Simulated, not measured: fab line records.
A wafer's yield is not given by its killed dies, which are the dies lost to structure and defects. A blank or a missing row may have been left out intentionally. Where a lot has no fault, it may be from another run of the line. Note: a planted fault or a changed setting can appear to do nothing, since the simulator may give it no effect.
The tool behind it: which one? + flow gf180mcu + 7 lots with 21 wafers sampled at 3 steps, on a route of 602 steps

WHAT THE GAUGES SHOWED, per wafer
GF_V3_OVL_MEAS_15.
| lot  | measured     | on         | V3_OVL (nm) |
|------|--------------|------------|-------------|
| L547 | day 22 21:17 | overlay-02 | 8 2 3       |
| L549 | day 23 13:17 | overlay-01 | -6 -2 -5    |
| L551 | day 24 06:20 | overlay-01 | 6 5 4       |
| L554 | day 25 08:38 | overlay-01 | -4 3 4      |
| L557 | day 26 09:56 | overlay-02 | -2 1 2      |
| L560 | day 27 07:02 | overlay-01 | -1 5 -6     |
| L568 | day 29 23:17 | overlay-01 | -6 -9 0     |

WHAT TOOL EACH LOT RAN ON (gives the tool, then ch and the chambers of the sampled wafers, and finally the start)
| lot  | GF_M3_SPUTTER_03             | GF_V3_DEVELOP_13                  |
|------|------------------------------|-----------------------------------|
| L547 | pvd-sputter-04, day 20 20:05 | litho-track-03 ch 0, day 22 21:01 |
| L549 | pvd-sputter-01, day 21 12:21 | litho-track-03 ch 0, day 23 13:02 |
| L551 | pvd-sputter-03, day 22 07:25 | litho-track-03 ch 0, day 24 06:04 |
| L554 | pvd-sputter-03, day 23 10:22 | litho-track-03 ch 0, day 25 08:25 |
| L557 | pvd-sputter-04, day 24 13:11 | litho-track-04 ch 0, day 26 09:34 |
| L560 | pvd-sputter-03, day 25 11:02 | litho-track-04 ch 0, day 27 06:46 |
| L568 | pvd-sputter-01, day 28 07:16 | litho-track-03 ch 0, day 29 23:02 |
- GF_M3_SPUTTER_03: material Ti, target thk 10 nm, time 6.7 s.
- GF_V3_DEVELOP_13: develop time 60 s.

THE ANSWER, worked out from the rows above alone
Rule: what is usual is taken from the lots themselves. The widest of any qualifying gaps counts: lots, ordered by their means at a reading, are off when they make up no more than a third of the lots, leave a main group of 4 or more, and stand apart from it by 3 or more times the standard deviation of that group's means. A main group is skipped when, at the precision printed for the reading in the tables above, its means are all equal. A lot without any number at a reading at which 4 lots or more have one is off too. Where the step has rows for the other lots, those lots are counted as sound.
Across all readings shown, no lot is off: no conclusion can be drawn from this.

WHAT THE SIMULATOR HAD INSERTED
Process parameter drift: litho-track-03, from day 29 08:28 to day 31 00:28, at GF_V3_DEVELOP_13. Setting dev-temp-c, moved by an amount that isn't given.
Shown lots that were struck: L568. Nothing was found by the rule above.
